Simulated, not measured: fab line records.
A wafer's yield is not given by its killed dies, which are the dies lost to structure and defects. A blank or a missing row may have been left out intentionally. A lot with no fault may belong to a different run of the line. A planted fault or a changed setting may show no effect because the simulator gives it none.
Problem report, 8D (eight disciplines) form, completed by code | flow sky130 | the parts of the form that need people (team, actions taken, sign-off) are left out

1. WHAT WENT WRONG
Wafers with no fault read 14.16 s with a standard deviation of 0.045, whereas strip-time-to-endpoint-s at SKY_VT_ADJUST_HVTR_STRIP_10 reads a mean of 14.92 s on 1 wafer of 1 lot. That is +17 standard deviations from the usual mean.
The step: strips in O2/N2.
First observed at day 11 13:56: wafer L602.4, on plasma-asher-02. At this step, 35 wafers from 12 lots have a number in the record. The rule behind "out" and "out of limits": a value lying over 4 standard deviations away from the usual mean. All remaining wafers that have a number are taken as sound.

2. WHAT IT IS AND WHAT IT IS NOT
question                    | is                       | is not
which readings at this step | strip-time-to-endpoint-s | drypump-motor-current-A, oes-product-au
which lots                  | L602                     | L595, L596, L597, L598, L599, L608, L611, L615, L616, L617, L618
which wafers of those lots  | L602.4                   | L602.5
read on which tools         | plasma-asher-02          | plasma-asher-01, plasma-asher-03
when                        | from day 11 13:56        | up to then (16 sound wafers); but 18 sound wafers of L608, L611, L615, L616, L617, L618 came after

3. THE SUSPECTS, EACH WITH WHAT RULES IT OUT
Counting: any tool at a process step up to the reading remains a suspect provided it ran every lot that is out. Sound lots after the first of them don't rule it out here, since some wafers of a struck lot are sound.
- plasma-asher-01 at SKY_VT_ADJUST_LVTN_STRIP_20 (strips in O2/N2): kept. L602, the lot that is out, went through it at day 9 16:56; up to then, the latest sound lot through it was L595 at day 7 14:32.
- litho-track-03 at SKY_VT_ADJUST_HVTR_COAT_02 (resist thk 1140 nm): kept. L602, the lot that is out, went through it at day 11 02:19; up to then, the latest sound lot through it was L599 at day 10 10:26.
- plasma-asher-02 at SKY_VT_ADJUST_HVTR_STRIP_10 (strips in O2/N2): kept. It ran the lot that is out, L602 (day 11 13:56). Out on those wafers are its own readings of strip-time-to-endpoint-s.
Still standing after the count: plasma-asher-01 at SKY_VT_ADJUST_LVTN_STRIP_20, litho-track-03 at SKY_VT_ADJUST_HVTR_COAT_02, plasma-asher-02 at SKY_VT_ADJUST_HVTR_STRIP_10.

4. THE CAUSE (what the simulator had put in)
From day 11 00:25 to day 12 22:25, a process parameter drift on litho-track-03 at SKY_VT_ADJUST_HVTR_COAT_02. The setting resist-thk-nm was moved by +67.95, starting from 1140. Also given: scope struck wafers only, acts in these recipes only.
This tool is one of the 3 suspects left after counting.

5. SEQUENCE OF EFFECTS, ordered by route
Each row: a reading where the mean over the struck wafers with a number is more than 3 standard deviations away from the usual. Only readings for which the record gives a usual standard deviation are gone through. hours: the time from each lot's start at the first step in this table that gives one to its start at this step, as a median over the lots. sigmas: the change in usual standard deviations.
hours | step                          | reading                  | usual    | on struck wafers | change | sigmas
0     | SKY_VT_ADJUST_HVTR_CD_MEAS_07 | cd-nm                    | 380.5 nm | 372.2            | -8.3   | -3.3
0     | SKY_VT_ADJUST_HVTR_STRIP_10   | strip-time-to-endpoint-s | 14.16 s  | 14.92            | +0.76  | +17
It contains these process steps:
- SKY_VT_ADJUST_HVTR_STRIP_10: strips in O2/N2.
Later measuring or inspecting steps at which every struck wafer that the step has a row for has a number for every such reading, and none has moved that far: SKY_VT_ADJUST_HVTR_TW_MEAS_11.

6. HOW IT WOULD HAVE BEEN CAUGHT EARLIER
First out-of-limits reading in this record: day 11 13:56, which is 14 hours after fault onset at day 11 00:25.
Each of the lots that are out, 1 in all, had begun SKY_VT_ADJUST_HVTR_COAT_02 on litho-track-03 no later than day 11 13:56. Had the tool been put on hold then, not one of them would have been saved.
